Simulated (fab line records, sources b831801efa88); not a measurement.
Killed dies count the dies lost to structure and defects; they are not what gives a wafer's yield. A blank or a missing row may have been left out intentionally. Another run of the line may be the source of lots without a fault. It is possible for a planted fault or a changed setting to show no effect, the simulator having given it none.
fab line records + flow sky130
record
- lots=13
- wafers=39
- last_day=50
route steps=708 shown NWELL@67
lots with no fault: from the same line, run without faults
start_h: hours from the record's first day to the start of the lot's first wafer shown + wait_h: how many hours have passed since the lot's step before this one + " as in the row above + L1.1+2: several wafers, shown together as one row + - value missing, or start not given + * or withheld: withheld + < > ~ a bound
route shown NAME@n: a module of which the file shows steps, and the number in the route of the first + usual: mean/standard deviation of fault-free wafers + same: alike in all rows + chamber/n: place in a boat + sites: the reading at each site + _std_site: standard deviation across them + _edge_site: mean of outer sites minus mean of inner sites + radius_mm: how far each site lies from the wafer's centre + mask NAME#n: copy n + behind: tool/chamber where the wafer was last shaped + hold: why the lot went on hold/how many hours it stayed there/how the hold came to an end + device: the transistor (n, p or np) that didn't switch + end of line: the route-end tests of the same wafers + for a step that has no rows: nothing shown but its recipe + killed: the dies lost at the first sort to structure and to defects; this is not the yield of the wafer + map: dies across one wafer; x = killed, . = not, _ = none there
set.NAME: setting as actually run; set.NAME@STEP: the setting as run at that earlier step + model.NAME: the simulator's own value behind a step, which no gauge read
the route's steps for a sample of lots (tables are steps, rows are wafers)
services: a tool's chamber out of use, with start hour (start_h, from the record's first day; less than 0 if before it), hours out, and reason
## steps
# step SKY_NWELL_STRIP_14
# recipe
- chemistry=O2/N2
- power_w=1400
- pressure_mtorr=1500
- platen_temp_c=withheld
- o2_flow_sccm=3000
- n2_flow_sccm=300
- overash_fraction=0.5
# usual
- drypump_motor_current_A=5.7/0.47
- oes_product_au=0.723/0.0047
- strip_time_to_endpoint_s=36.90/0.11
| lot.wafer | tool            | chamber | start_h | wait_h | drypump_motor_current_A | oes_product_au | rf_hours_counter_h | strip_time_to_endpoint_s |
|-----------|-----------------|---------|---------|--------|-------------------------|----------------|--------------------|--------------------------|
| L958.1    | plasma_asher-02 | 0       | 88.94   | 0.1    | 5.3                     | 0.719          | 39                 | 36.96                    |
| L958.5    | "               | 1       | "       | "      | 5.5                     | 0.727          | -                  | 37.09                    |
| L958.6    | "               | 0       | "       | "      | 5.3                     | 0.723          | -                  | 37.01                    |
| L959.3    | plasma_asher-04 | 0       | 95.73   | 0.1    | 6.6                     | 0.723          | -                  | 36.90                    |
| L959.4    | "               | 1       | "       | "      | 5.4                     | 0.711          | -                  | 37.01                    |
| L959.5    | "               | 0       | "       | "      | 6.6                     | 0.724          | -                  | 37.05                    |
| L960.1    | plasma_asher-01 | 1       | 101.81  | 0.1    | 5.9                     | 0.728          | 29                 | 36.93                    |
| L960.3    | "               | 1       | "       | "      | 5.9                     | 0.729          | -                  | 36.88                    |
| L960.6    | "               | 0       | "       | "      | 5.7                     | 0.714          | -                  | 36.95                    |
| L961.1    | plasma_asher-04 | 0       | 106.71  | 0.1    | 6.6                     | 0.944          | 43                 | -                        |
| L961.4    | "               | 0       | "       | "      | 6.6                     | 0.955          | -                  | -                        |
| L961.6    | "               | 0       | "       | "      | 6.6                     | 0.943          | -                  | -                        |
| L969.1    | plasma_asher-04 | 0       | 160.34  | 0.1    | 6.6                     | 0.725          | 4                  | 37.05                    |
| L969.2    | "               | 1       | "       | "      | 5.4                     | 0.719          | 4                  | 36.95                    |
| L969.6    | "               | 0       | "       | "      | 6.6                     | 0.723          | -                  | 36.96                    |
| L970.2    | plasma_asher-02 | 1       | 171.21  | 0.1    | 5.5                     | 0.725          | 47                 | 36.78                    |
| L970.5    | "               | 0       | "       | "      | 5.4                     | 0.718          | -                  | 36.76                    |
| L970.6    | "               | 1       | "       | "      | 5.5                     | 0.727          | -                  | 36.88                    |
| L971.3    | plasma_asher-04 | 0       | 171.85  | 0.1    | 6.6                     | 0.725          | -                  | 37.06                    |
| L971.4    | "               | 1       | "       | "      | 5.4                     | 0.720          | -                  | 37.01                    |
| L971.6    | "               | 0       | "       | "      | 6.6                     | 0.726          | -                  | 36.93                    |
| L972.3    | plasma_asher-04 | 0       | 181.90  | 0.1    | 6.6                     | 0.725          | -                  | 36.86                    |
| L972.5    | "               | 0       | "       | "      | 6.6                     | 0.720          | -                  | 36.80                    |
| L972.6    | "               | 1       | "       | "      | 5.4                     | 0.716          | -                  | 36.78                    |
| L975.3    | plasma_asher-02 | 1       | 194.74  | 0.1    | 5.5                     | 0.720          | -                  | 36.98                    |
| L975.4    | "               | 0       | "       | "      | 5.4                     | 0.728          | -                  | 37.01                    |
| L975.5    | "               | 0       | "       | "      | 5.4                     | 0.726          | -                  | 36.97                    |
| L976.2    | plasma_asher-02 | 1       | 195.22  | 0.1    | 5.5                     | 0.712          | 50                 | 36.74                    |
| L976.4    | "               | 1       | "       | "      | 5.5                     | 0.709          | -                  | 36.83                    |
| L976.6    | "               | 1       | "       | "      | 5.5                     | 0.724          | -                  | 36.85                    |
| L977.1    | plasma_asher-02 | 1       | 204.12  | 0.1    | 5.5                     | 0.729          | 50                 | 37.02                    |
| L977.4    | "               | 1       | "       | "      | 5.5                     | 0.722          | -                  | 36.94                    |
| L977.5    | "               | 1       | "       | "      | 5.5                     | 0.725          | -                  | 37.01                    |
| L979.3    | plasma_asher-04 | 0       | 213.89  | 0.1    | 6.6                     | 0.719          | -                  | 36.79                    |
| L979.4    | "               | 1       | "       | "      | 5.4                     | 0.723          | -                  | 36.69                    |
| L979.5    | "               | 0       | "       | "      | 6.6                     | 0.718          | -                  | 36.71                    |
| L980.1    | plasma_asher-04 | 0       | 217.32  | 0.1    | 6.6                     | 0.729          | 10                 | 36.86                    |
| L980.4    | "               | 1       | "       | "      | 5.4                     | 0.716          | -                  | 36.81                    |
| L980.6    | "               | 1       | "       | "      | 5.4                     | 0.716          | -                  | 36.80                    |
# step SKY_NWELL_STRIP_25
# recipe
- chemistry=O2/N2
- power_w=1400
- pressure_mtorr=1500
- platen_temp_c=withheld
- o2_flow_sccm=3000
- n2_flow_sccm=300
- overash_fraction=0.5
# usual
- drypump_motor_current_A=5.7/0.36
- oes_product_au=0.723/0.0044
- strip_time_to_endpoint_s=36.90/0.12
| lot.wafer | tool            | chamber | start_h | wait_h | drypump_motor_current_A | oes_product_au | rf_hours_counter_h | strip_time_to_endpoint_s |
|-----------|-----------------|---------|---------|--------|-------------------------|----------------|--------------------|--------------------------|
| L958.1    | plasma_asher-02 | 1       | 104.71  | 0.1    | 5.5                     | 0.726          | 40                 | 36.87                    |
| L958.5    | "               | 1       | "       | "      | 5.5                     | 0.718          | -                  | 37.08                    |
| L958.6    | "               | 0       | "       | "      | 5.4                     | 0.725          | -                  | 36.96                    |
| L959.3    | plasma_asher-01 | 1       | 113.80  | 0.1    | 5.9                     | 0.712          | -                  | 36.92                    |
| L959.4    | "               | 0       | "       | "      | 5.7                     | 0.729          | -                  | 36.92                    |
| L959.5    | "               | 0       | "       | "      | 5.7                     | 0.725          | -                  | 37.02                    |
| L960.1    | plasma_asher-04 | 0       | 119.61  | 0.1    | 6.6                     | 0.725          | 0                  | 36.82                    |
| L960.3    | "               | 1       | "       | "      | 5.4                     | 0.715          | -                  | 36.92                    |
| L960.6    | "               | 1       | "       | "      | 5.4                     | 0.723          | -                  | 36.91                    |
| L961.1    | plasma_asher-04 | 1       | 125.64  | 0.1    | 5.4                     | 0.735          | 1                  | 53.65                    |
| L961.4    | "               | 1       | "       | "      | 5.4                     | 0.726          | -                  | 53.69                    |
| L961.6    | "               | 0       | "       | "      | 6.6                     | 0.723          | -                  | 53.51                    |
| L969.1    | plasma_asher-01 | 1       | 180.34  | 0.1    | 5.9                     | 0.727          | 38                 | 36.91                    |
| L969.2    | "               | 0       | "       | "      | 5.7                     | 0.719          | 38                 | 36.91                    |
| L969.6    | "               | 0       | "       | "      | 5.7                     | 0.724          | -                  | 37.01                    |
| L970.2    | plasma_asher-01 | 0       | 191.52  | 0.1    | 5.7                     | 0.728          | 39                 | 36.90                    |
| L970.5    | "               | 0       | "       | "      | 5.7                     | 0.721          | -                  | 36.87                    |
| L970.6    | "               | 1       | "       | "      | 5.9                     | 0.725          | -                  | 36.86                    |
| L971.3    | plasma_asher-04 | 0       | 192.25  | 0.1    | 6.6                     | 0.733          | -                  | 36.96                    |
| L971.4    | "               | 1       | "       | "      | 5.4                     | 0.723          | -                  | 36.94                    |
| L971.6    | "               | 0       | "       | "      | 6.6                     | 0.721          | -                  | 36.90                    |
| L972.3    | plasma_asher-01 | 0       | 203.14  | 0.1    | 5.7                     | 0.720          | -                  | 36.90                    |
| L972.5    | "               | 0       | "       | "      | 5.7                     | 0.718          | -                  | 36.81                    |
| L972.6    | "               | 1       | "       | "      | 5.9                     | 0.726          | -                  | 36.86                    |
| L975.3    | plasma_asher-02 | 1       | 216.83  | 0.1    | 5.5                     | 0.715          | -                  | 36.86                    |
| L975.4    | "               | 0       | "       | "      | 5.3                     | 0.720          | -                  | 37.05                    |
| L975.5    | "               | 1       | "       | "      | 5.5                     | 0.720          | -                  | 36.89                    |
| L976.2    | plasma_asher-02 | 1       | 217.46  | 0.1    | 5.5                     | 0.722          | 52                 | 36.91                    |
| L976.4    | "               | 1       | "       | "      | 5.5                     | 0.724          | -                  | 37.04                    |
| L976.6    | "               | 1       | "       | "      | 5.4                     | 0.716          | -                  | 37.06                    |
| L977.1    | plasma_asher-01 | 0       | 225.84  | 0.1    | 5.7                     | 0.725          | 42                 | 36.96                    |
| L977.4    | "               | 1       | "       | "      | 5.9                     | 0.725          | -                  | 36.87                    |
| L977.5    | "               | 1       | "       | "      | 5.9                     | 0.723          | -                  | 36.85                    |
| L979.3    | plasma_asher-02 | 0       | 236.55  | 0.1    | 5.4                     | 0.721          | -                  | 36.93                    |
| L979.4    | "               | 1       | "       | "      | 5.5                     | 0.720          | -                  | 36.87                    |
| L979.5    | "               | 1       | "       | "      | 5.5                     | 0.724          | -                  | 36.95                    |
| L980.1    | plasma_asher-04 | 1       | 240.39  | 0.1    | 5.4                     | 0.728          | 12                 | 36.90                    |
| L980.4    | "               | 1       | "       | "      | 5.4                     | 0.713          | -                  | 36.90                    |
| L980.6    | "               | 0       | "       | "      | 6.6                     | 0.720          | -                  | 36.90                    |
# step SKY_NWELL_TW_MEAS_26
# usual
- NWELL_2_TW=499/3.5
| lot.wafer | tool          | chamber | start_h | wait_h | NWELL_2_TW |
|-----------|---------------|---------|---------|--------|------------|
| L958.1    | film_metro-04 | -       | 104.81  | 0.1    | 501        |
| L958.5    | "             | -       | "       | "      | 502        |
| L958.6    | "             | -       | "       | "      | 500        |
| L959.3    | film_metro-02 | -       | 113.89  | 0.1    | 497        |
| L959.4    | "             | -       | "       | "      | 492        |
| L959.5    | "             | -       | "       | "      | 495        |
| L960.1    | film_metro-03 | -       | 119.71  | 0.1    | 499        |
| L960.3    | "             | -       | "       | "      | 500        |
| L960.6    | "             | -       | "       | "      | 502        |
| L961.1    | film_metro-03 | -       | 125.74  | 0.1    | 30         |
| L961.4    | "             | -       | "       | "      | 30         |
| L961.6    | "             | -       | "       | "      | 30         |
| L969.1    | film_metro-02 | -       | 180.44  | 0.1    | 498        |
| L969.2    | "             | -       | "       | "      | 493        |
| L969.6    | "             | -       | "       | "      | 495        |
| L970.2    | film_metro-04 | -       | 191.63  | 0.1    | 502        |
| L970.5    | "             | -       | "       | "      | 501        |
| L970.6    | "             | -       | "       | "      | 499        |
| L971.3    | film_metro-04 | -       | 192.34  | 0.1    | 504        |
| L971.4    | "             | -       | "       | "      | 500        |
| L971.6    | "             | -       | "       | "      | 502        |
| L972.3    | film_metro-02 | -       | 203.23  | 0.1    | 495        |
| L972.5    | "             | -       | "       | "      | 495        |
| L972.6    | "             | -       | "       | "      | 495        |
| L975.3    | film_metro-04 | -       | 216.91  | 0.1    | 499        |
| L975.4    | "             | -       | "       | "      | 502        |
| L975.5    | "             | -       | "       | "      | 502        |
| L976.2    | film_metro-02 | -       | 217.57  | 0.1    | 493        |
| L976.4    | "             | -       | "       | "      | 497        |
| L976.6    | "             | -       | "       | "      | 497        |
| L977.1    | film_metro-02 | -       | 225.94  | 0.1    | 496        |
| L977.4    | "             | -       | "       | "      | 497        |
| L977.5    | "             | -       | "       | "      | 499        |
| L979.3    | film_metro-02 | -       | 236.64  | 0.1    | 496        |
| L979.4    | "             | -       | "       | "      | 496        |
| L979.5    | "             | -       | "       | "      | 499        |
| L980.1    | film_metro-03 | -       | 240.49  | 0.1    | 500        |
| L980.4    | "             | -       | "       | "      | 499        |
| L980.6    | "             | -       | "       | "      | 502        |
## services
| tool            | chamber | start_h | hours | kind       |
|-----------------|---------|---------|-------|------------|
| plasma_asher-04 | -       | 108.75  | 9.0   | pm         |
| plasma_asher-04 | 0       | 108.75  | 9.0   | vent_cycle |
| plasma_asher-04 | 1       | 108.75  | 9.0   | vent_cycle |
| plasma_asher-04 | 0       | 117.75  | -     | clean      |
| plasma_asher-04 | 1       | 117.75  | -     | clean      |
| plasma_asher-04 | -       | 132.58  | 1.4   | repair     |
| plasma_asher-01 | -       | 156.39  | 0.7   | repair     |
## key
first_sign
- step=SKY_NWELL_STRIP_14
- reading=oes_product_au
- direction=up
- sigmas=48
- usual=0.723
- struck=0.947
effect
- step=SKY_NWELL_STRIP_25
- reading=strip_time_to_endpoint_s
- direction=up
- sigmas=99+
- usual=*
- struck=*
effect
- step=SKY_NWELL_TW_MEAS_26
- reading=NWELL_2_TW
- direction=down
- sigmas=99+
- usual=499
- struck=30
met_at SKY_NWELL_STRIP_14
struck_lots L961
sort_left_out L961.1,L961.4,L961.6
tester_left_out L961
onset_between 95.73 106.71
fault
- kind=strip_aborted
- tool=plasma_asher-04
- chamber=-
- onset_h=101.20
- steps=SKY_NWELL_STRIP_14
- offset=0.63635
- end_h=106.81
# tester_left_out: of these lots the tester's yield and bins aren't shown, on N5 and GAA mostly nor the transistor test; their killed dies are dies lost to structure and defects alone, not to doping, threshold or leakage, so they don't give the yield
# sort_left_out: the simulated sort isn't trusted on such a fault, so these wafers' sort isn't shown, and their yield isn't known
